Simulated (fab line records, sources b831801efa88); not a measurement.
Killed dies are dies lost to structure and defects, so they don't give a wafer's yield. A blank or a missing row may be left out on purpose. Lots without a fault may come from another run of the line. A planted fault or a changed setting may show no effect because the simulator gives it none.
A struck lot beside a sound one | flow sky130 | 42 steps out of a route of 708
Sound: wafers L856.2, L856.3, L856.4. Struck: wafers L863.1, L863.2, L863.3. The cause comes at the end.
At each step with rows: each side's tool, then ch and its chambers, then its first start. Under that, the readings that differ: sound wafers | struck wafers | difference of the means | sigmas: that difference in standard deviations of wafers without a fault.
alike: readings whose means differ by less than 2 such deviations, and words and numbers that are the same on both sides. not compared: withheld readings, readings that some wafer has no value for, bounds like >300 that may hide the same value, and numbers for which the record gives no deviation and whose values overlap.
The two part at a step that has a row with sigmas, a row that says differs or no value, or rows on one side only. Numbers that don't overlap but have no deviation are shown without sigmas and don't part them. A reading that every wafer of one side lacks parts them only if that side has two wafers or more.

SKY_POLY_CUT_ETCH_10: etches BARC in N2/H2, stops on SiO2, time 45.9 s, target depth 60 nm.
  sound on rie_diel-04 ch 0,2,3, day 26 10:55; struck on rie_diel-03 ch 0,1,3, day 29 01:42
  alike: drypump_motor_current_A, n2_flow_sccm, oes_product_au, rf_fwd_power_W, throttle_valve_pct
  not compared: rf_hours_counter_h
then, 1 step without rows for these wafers: SKY_POLY_CUT_ETCH_11 (etches Si3N4 in CF4/CH2F2/Ar, stops on poly-Si, time 42.5 s, target depth 60 nm).
SKY_POLY_CUT_STRIP_12: strips in O2/N2.
  sound on plasma_asher-04 ch 0,1, day 26 10:59; struck on plasma_asher-03 ch 0,1, day 29 01:47
  alike: drypump_motor_current_A, n2_flow_sccm, oes_product_au, strip_time_to_endpoint_s
  not compared: rf_hours_counter_h
then, 7 steps without rows for these wafers: SKY_SD_P_DEHYDRATE_00 (time 60 s); SKY_SD_P_HMDS_01 (prime time 60 s); SKY_SD_P_COAT_02 (resist thk 1140 nm); SKY_SD_P_SOFTBAKE_03 (time 60 s); SKY_SD_P_EXPOSE_04 (exposes mask PSDM, target cd 380 nm); SKY_SD_P_PEB_05; SKY_SD_P_DEVELOP_06 (develop time 62.08 s).
SKY_SD_P_CD_MEAS_07: target cd 380 nm.
  sound on cd_sem-01, day 27 16:19; struck on cd_sem-02, day 30 05:38
  alike: cd_nm
SKY_SD_P_OVL_MEAS_08:
  sound on overlay-02, day 27 16:25; struck on overlay-02, day 30 05:46
  alike: SD_P_OVL
SKY_SD_P_IMPLANT_09:
  sound on implanter-03 ch 0, day 27 16:28; struck on implanter-04 ch 0, day 30 05:47
  alike: faraday_current_uA
SKY_SD_P_STRIP_10: strips in O2/N2.
  sound on plasma_asher-03 ch 0,1, day 27 16:35; struck on plasma_asher-02 ch 0,1, day 30 05:56
  reading                      | sound             | struck            | difference | sigmas
  strip_time_to_endpoint_s (s) | 17.49 17.51 17.51 | 17.42 17.41 17.42 | -0.09      | -3
  alike: drypump_motor_current_A, n2_flow_sccm, oes_product_au
  not compared: rf_hours_counter_h
SKY_SD_P_TW_MEAS_11:
  sound on film_metro-03, day 27 16:42; struck on film_metro-04, day 30 06:02
  alike: SD_P_TW
then, 8 steps without rows for these wafers: SKY_RES_XHIGH_DEHYDRATE_00 (time 60 s); SKY_RES_XHIGH_HMDS_01 (prime time 60 s); SKY_RES_XHIGH_COAT_02 (resist thk 1140 nm); SKY_RES_XHIGH_SOFTBAKE_03 (time 60 s); SKY_RES_XHIGH_EXPOSE_04 (exposes mask URPM, target cd 1270 nm); SKY_RES_XHIGH_PEB_05; SKY_RES_XHIGH_DEVELOP_06 (develop time 60 s); SKY_RES_XHIGH_IMPLANT_07.
SKY_RES_XHIGH_STRIP_08: strips in O2/N2.
  sound on plasma_asher-02 ch 0,1, day 28 21:10; struck on plasma_asher-01 ch 0,1, day 31 10:09
  alike: drypump_motor_current_A, n2_flow_sccm, oes_product_au, strip_time_to_endpoint_s
  not compared: rf_hours_counter_h
SKY_RES_XHIGH_TW_MEAS_09:
  sound on film_metro-03, day 28 21:16; struck on film_metro-04, day 31 10:15
  alike: RES_XHIGH_TW
then, 7 steps without rows for these wafers: SKY_SD_N_DEHYDRATE_00 (time 60 s); SKY_SD_N_HMDS_01 (prime time 60 s); SKY_SD_N_COAT_02 (resist thk 1140 nm); SKY_SD_N_SOFTBAKE_03 (time 60 s); SKY_SD_N_EXPOSE_04 (exposes mask NSDM, target cd 380 nm); SKY_SD_N_PEB_05; SKY_SD_N_DEVELOP_06 (develop time 60 s).
SKY_SD_N_CD_MEAS_07: target cd 380 nm.
  sound on cd_sem-01, day 30 02:10; struck on cd_sem-01, day 32 13:49
  alike: cd_nm
SKY_SD_N_OVL_MEAS_08:
  sound on overlay-01, day 30 02:16; struck on overlay-02, day 32 13:56
  alike: SD_N_OVL
then, 2 steps without rows for these wafers: SKY_SD_N_IMPLANT_09; SKY_SD_N_IMPLANT_10.
SKY_SD_N_STRIP_11: strips in O2/N2.
  sound on plasma_asher-04 ch 0,1, day 30 02:35; struck on plasma_asher-02 ch 0,1, day 32 14:16
  alike: drypump_motor_current_A, n2_flow_sccm, oes_product_au, strip_time_to_endpoint_s
  not compared: rf_hours_counter_h
SKY_SD_N_TW_MEAS_12:
  sound on film_metro-04, day 30 02:42; struck on film_metro-02, day 32 14:22
  alike: SD_N_TW
then, 2 steps without rows for these wafers: SKY_SD_N_CLEAN_13 (cleans in SC1/SC2, time 150 s); SKY_SD_N_RTA_14 (time 2 s).
SKY_SD_N_RS_MEAS_16: measures by four-point-probe.
  sound on film_metro-02, day 30 03:00; struck on film_metro-04, day 32 14:39
  alike: SD_N_RS
-- the record jumps here: 17 days lie between the struck wafers' starts before and after (it left off in module SD_N and takes up again in module PAD_OPEN, whose first step shown is number 708 of the route) --
SKY_PAD_OPEN_PROBE_99:
  sound on prober-01, day 47 08:58; struck on prober-02, day 49 03:40
  reading                                 | sound             | struck            | difference | sigmas
  model.etest.res_high_po.rs_ohm_sq_range | 11.76 12.1 7.768  | 54.27 59.27 56.36 | +46.09     |
  model.etest.res_pdiff.rs_ohm_sq_range   | 8.821 8.501 6.832 | 17.78 20.46 21.16 | +11.75     |
  model.etest.pfet_01v8.drive_ua_um_range | 8.047 6.095 7.062 | 9.459 9.444 9.695 | +2.465     |
  alike: killed_at_M0_to_M3, killed_at_M4_up, killed_at_contacts, killed_at_front_end, killed_at_other, killed_dies, killed_on_rim, killed_open, killed_short

WHERE THEY PART
Only at SKY_SD_P_STRIP_10, within this record. Later steps at which nothing parts them and some readings are alike: SKY_SD_P_TW_MEAS_11, SKY_RES_XHIGH_STRIP_08, SKY_RES_XHIGH_TW_MEAS_09, SKY_SD_N_CD_MEAS_07, SKY_SD_N_OVL_MEAS_08, SKY_SD_N_STRIP_11, SKY_SD_N_TW_MEAS_12, SKY_SD_N_RS_MEAS_16, SKY_PAD_OPEN_PROBE_99.

WHY: what the simulator had put in
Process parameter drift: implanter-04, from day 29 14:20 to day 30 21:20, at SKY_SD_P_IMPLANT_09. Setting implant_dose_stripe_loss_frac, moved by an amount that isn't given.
